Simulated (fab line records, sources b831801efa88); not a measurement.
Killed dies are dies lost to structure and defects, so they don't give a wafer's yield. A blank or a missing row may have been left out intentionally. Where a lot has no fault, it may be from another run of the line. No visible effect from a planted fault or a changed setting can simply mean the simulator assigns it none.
What tool caused it? :: flow sky130 :: 12 lots with 36 wafers sampled at 5 steps, on a route of 708 steps

== WHAT THE GAUGES READ, wafer by wafer ==
SKY_CONTACT_RS_MEAS_25: uses a four-point probe to measure. Usual: CONTACT_W_RS gives 0.334 ohm/sq (standard deviation 0.0065).
lot: L403
measured: day 31 17:48
on: film metro-02
CONTACT_W_RS (ohm/sq): 0.341 0.337 0.340
flag: 

lot: L404
measured: day 32 01:22
on: film metro-02
CONTACT_W_RS (ohm/sq): 0.336 0.332 0.337
flag: 

lot: L405
measured: day 32 16:00
on: film metro-02
CONTACT_W_RS (ohm/sq): 0.340 0.325 0.340
flag: 

lot: L406
measured: day 33 00:58
on: film metro-02
CONTACT_W_RS (ohm/sq): 0.335 0.337 0.337
flag: 

lot: L407
measured: day 33 12:31
on: film metro-02
CONTACT_W_RS (ohm/sq): 0.346 0.344 0.344
flag: 

lot: L417
measured: day 37 05:45
on: film metro-04
CONTACT_W_RS (ohm/sq): 0.340 0.342 0.325
flag: 

lot: L413
measured: day 37 07:06
on: film metro-03
CONTACT_W_RS (ohm/sq): 0.323 0.344 0.338
flag: 

lot: L414
measured: day 37 12:08
on: film metro-02
CONTACT_W_RS (ohm/sq): 0.338 0.338 0.342
flag: 

lot: L418
measured: day 37 18:11
on: film metro-02
CONTACT_W_RS (ohm/sq): 0.327 0.326 0.321
flag: 

lot: L420
measured: day 38 00:41
on: film metro-02
CONTACT_W_RS (ohm/sq): 0.323 0.340 0.338
flag: 

lot: L421
measured: day 38 06:12
on: film metro-04
CONTACT_W_RS (ohm/sq): 0.340 0.338 0.324
flag: 

lot: L424
measured: day 38 23:43
on: film metro-02
CONTACT_W_RS (ohm/sq): 0.321 0.339 0.319
flag: 

SKY_METAL1_RS_MEAS_05: uses a four-point probe to measure. Usual: METAL1_ALCU_RS gives 0.1267 ohm/sq (standard deviation 0.0016).
lot: L403
measured: day 31 18:25
on: film metro-02
METAL1_ALCU_RS (ohm/sq): 0.1255 0.1265 0.1255
flag: 

lot: L404
measured: day 32 01:59
on: film metro-01
METAL1_ALCU_RS (ohm/sq): 0.1300 0.1286 0.1293
flag: 

lot: L405
measured: day 32 16:37
on: film metro-02
METAL1_ALCU_RS (ohm/sq): 0.1279 0.1285 0.1286
flag: 

lot: L406
measured: day 33 01:35
on: film metro-04
METAL1_ALCU_RS (ohm/sq): 0.1276 0.1285 0.1283
flag: 

lot: L407
measured: day 33 13:08
on: film metro-01
METAL1_ALCU_RS (ohm/sq): 0.1250 0.1256 0.1268
flag: 

lot: L417
measured: day 37 06:22
on: film metro-02
METAL1_ALCU_RS (ohm/sq): 0.1260 0.1270 0.1264
flag: 

lot: L413
measured: day 37 07:43
on: film metro-01
METAL1_ALCU_RS (ohm/sq): 0.1255 0.1274 0.1273 0.1257 0.1271 0.1275
flag: 

lot: L414
measured: day 37 12:46
on: film metro-01
METAL1_ALCU_RS (ohm/sq): 0.1273 0.1282 0.1276 0.1275 0.1280 0.1276
flag: 

lot: L418
measured: day 37 18:49
on: film metro-04
METAL1_ALCU_RS (ohm/sq): 0.1271 0.1279 0.1274
flag: 

lot: L420
measured: day 38 01:19
on: film metro-02
METAL1_ALCU_RS (ohm/sq): 0.1253 0.1236 0.1225
flag: 

lot: L421
measured: day 38 06:49
on: film metro-04
METAL1_ALCU_RS (ohm/sq): 0.1296 0.1254 0.1270
flag: 

lot: L424
measured: day 39 00:28
on: film metro-01
METAL1_ALCU_RS (ohm/sq): 0.1272 0.1256 0.1271
flag: 

SKY_VIA1_THK_MEAS_01. Usual: VIA1_HDPCVD_THK gives 1027 nm (standard deviation 13).
lot: L403
measured: day 32 22:23
on: film metro-04
VIA1_HDPCVD_THK (nm): 1022 1000 1013
flag: 

lot: L404
measured: day 33 05:47
on: film metro-03
VIA1_HDPCVD_THK (nm): 1053 1060 1060
flag: 

lot: L405
measured: day 33 20:07
on: film metro-01
VIA1_HDPCVD_THK (nm): 1038 1038 1036
flag: 

lot: L406
measured: day 34 06:10
on: film metro-03
VIA1_HDPCVD_THK (nm): 1017 1016 1013
flag: 

lot: L407
measured: day 34 17:42
on: film metro-03
VIA1_HDPCVD_THK (nm): 1038 1045 1024
flag: 

lot: L417
measured: day 38 09:30
on: film metro-04
VIA1_HDPCVD_THK (nm): 1028 1017 1032
flag: 

lot: L413
measured: day 38 11:20
on: film metro-04
VIA1_HDPCVD_THK (nm): 1018 1017 1013
flag: 

lot: L414
measured: day 38 16:06
on: film metro-01
VIA1_HDPCVD_THK (nm): 1024 1014 1015
flag: 

lot: L418
measured: day 38 21:49
on: film metro-01
VIA1_HDPCVD_THK (nm): 1022 1027 1041
flag: 

lot: L420
measured: day 39 04:32
on: film metro-01
VIA1_HDPCVD_THK (nm): 1015 1017 1016
flag: 

lot: L421
measured: day 39 09:44
on: film metro-04
VIA1_HDPCVD_THK (nm): 1029 1024 1049
flag: 

lot: L424
measured: day 40 02:30
on: film metro-01
VIA1_HDPCVD_THK (nm): 1029 1028 1011
flag: 

== WHAT TOOL EACH LOT RAN ON (gives the tool, then ch and the chambers of the sampled wafers, and finally the start) ==
lot: L403
SKY_CONTACT_CVD_24: cvd w-01 ch 0,1, day 31 17:40
SKY_METAL1_SPUTTER_01: pvd sputter-01, day 31 18:14

lot: L404
SKY_CONTACT_CVD_24: cvd w-01 ch 0,1, day 32 01:15
SKY_METAL1_SPUTTER_01: pvd sputter-02, day 32 01:52

lot: L405
SKY_CONTACT_CVD_24: cvd w-02 ch 0,1, day 32 15:52
SKY_METAL1_SPUTTER_01: pvd sputter-04, day 32 16:26

lot: L406
SKY_CONTACT_CVD_24: cvd w-02 ch 0, day 33 00:46
SKY_METAL1_SPUTTER_01: pvd sputter-04, day 33 01:26

lot: L407
SKY_CONTACT_CVD_24: cvd w-01 ch 0,1, day 33 12:24
SKY_METAL1_SPUTTER_01: pvd sputter-02, day 33 13:01

lot: L417
SKY_CONTACT_CVD_24: cvd w-02 ch 0,1, day 37 05:38
SKY_METAL1_SPUTTER_01: pvd sputter-01, day 37 06:15

lot: L413
SKY_CONTACT_CVD_24: cvd w-02 ch 0,1, day 37 06:59
SKY_METAL1_SPUTTER_01: pvd sputter-04, day 37 07:36

lot: L414
SKY_CONTACT_CVD_24: cvd w-01 ch 0,1, day 37 12:02
SKY_METAL1_SPUTTER_01: pvd sputter-04, day 37 12:38

lot: L418
SKY_CONTACT_CVD_24: cvd w-02 ch 1, day 37 18:05
SKY_METAL1_SPUTTER_01: pvd sputter-01, day 37 18:42

lot: L420
SKY_CONTACT_CVD_24: cvd w-02 ch 0,1, day 38 00:35
SKY_METAL1_SPUTTER_01: pvd sputter-01, day 38 01:11

lot: L421
SKY_CONTACT_CVD_24: cvd w-02 ch 0,1, day 38 06:04
SKY_METAL1_SPUTTER_01: pvd sputter-02, day 38 06:41

lot: L424
SKY_CONTACT_CVD_24: cvd w-02 ch 0,1, day 38 23:35
SKY_METAL1_SPUTTER_01: pvd sputter-01, day 39 00:17
- SKY_CONTACT_CVD_24: deposits W, target thk 340 nm, time 102.12 s.
- SKY_METAL1_SPUTTER_01: material TiN, target thk 20 nm, time 16.7 s.

== AS READ BY THE TOOLS THEMSELVES (means over the sampled wafers that have a number; for cases with no such wafer, the mark the record gives instead) ==
SKY_CONTACT_CVD_24. Usual: heater power w reads 911 W (standard deviation 86).
lot: L403
tool: cvd w-01
heater power w (W): 834
flag: 

lot: L404
tool: cvd w-01
heater power w (W): 859
flag: 

lot: L405
tool: cvd w-02
heater power w (W): 979
flag: 

lot: L406
tool: cvd w-02
heater power w (W): 1020
flag: 

lot: L407
tool: cvd w-01
heater power w (W): 866
flag: 

lot: L417
tool: cvd w-02
heater power w (W): 982
flag: 

lot: L413
tool: cvd w-02
heater power w (W): 982
flag: 

lot: L414
tool: cvd w-01
heater power w (W): 880
flag: 

lot: L418
tool: cvd w-02
heater power w (W): 892
flag: 

lot: L420
tool: cvd w-02
heater power w (W): 983
flag: 

lot: L421
tool: cvd w-02
heater power w (W): 994
flag: 

lot: L424
tool: cvd w-02
heater power w (W): 945
flag: 

SKY_METAL1_SPUTTER_01. Usual: throttle valve pct reads 29.6 % (standard deviation 1.1).
lot: L403
tool: pvd sputter-01
throttle valve pct (%): 29.1
flag: 

lot: L404
tool: pvd sputter-02
throttle valve pct (%): 30.2
flag: 

lot: L405
tool: pvd sputter-04
throttle valve pct (%): 30.3
flag: 

lot: L406
tool: pvd sputter-04
throttle valve pct (%): 29.7
flag: 

lot: L407
tool: pvd sputter-02
throttle valve pct (%): 29.5
flag: 

lot: L417
tool: pvd sputter-01
throttle valve pct (%): 29.2
flag: 

lot: L413
tool: pvd sputter-04
throttle valve pct (%): 30.0
flag: 

lot: L414
tool: pvd sputter-04
throttle valve pct (%): 30.0
flag: 

lot: L418
tool: pvd sputter-01
throttle valve pct (%): 27.6
flag: 

lot: L420
tool: pvd sputter-01
throttle valve pct (%): 29.5
flag: 

lot: L421
tool: pvd sputter-02
throttle valve pct (%): 30.1
flag: 

lot: L424
tool: pvd sputter-01
throttle valve pct (%): 28.6
flag: 

== THE ANSWER, worked out from the rows above alone ==
Rule: a lot counts as off when the mean over its wafers that have a number is more than 3 standard deviations away from the usual mean. Also off: a lot with no number at a reading for which 4 or more lots have one. All remaining lots with rows at the step are treated as sound. After the gauges, taken in route order, come the tools' own readings; for these a lot's mean is taken, as printed above. At the first step where some lot is off, the reading lying furthest off is the one used; lots without a number count as furthest.
Across all readings shown, no lot is off: no conclusion can be drawn from this.

== WHAT HAD BEEN PUT IN BY THE SIMULATOR ==
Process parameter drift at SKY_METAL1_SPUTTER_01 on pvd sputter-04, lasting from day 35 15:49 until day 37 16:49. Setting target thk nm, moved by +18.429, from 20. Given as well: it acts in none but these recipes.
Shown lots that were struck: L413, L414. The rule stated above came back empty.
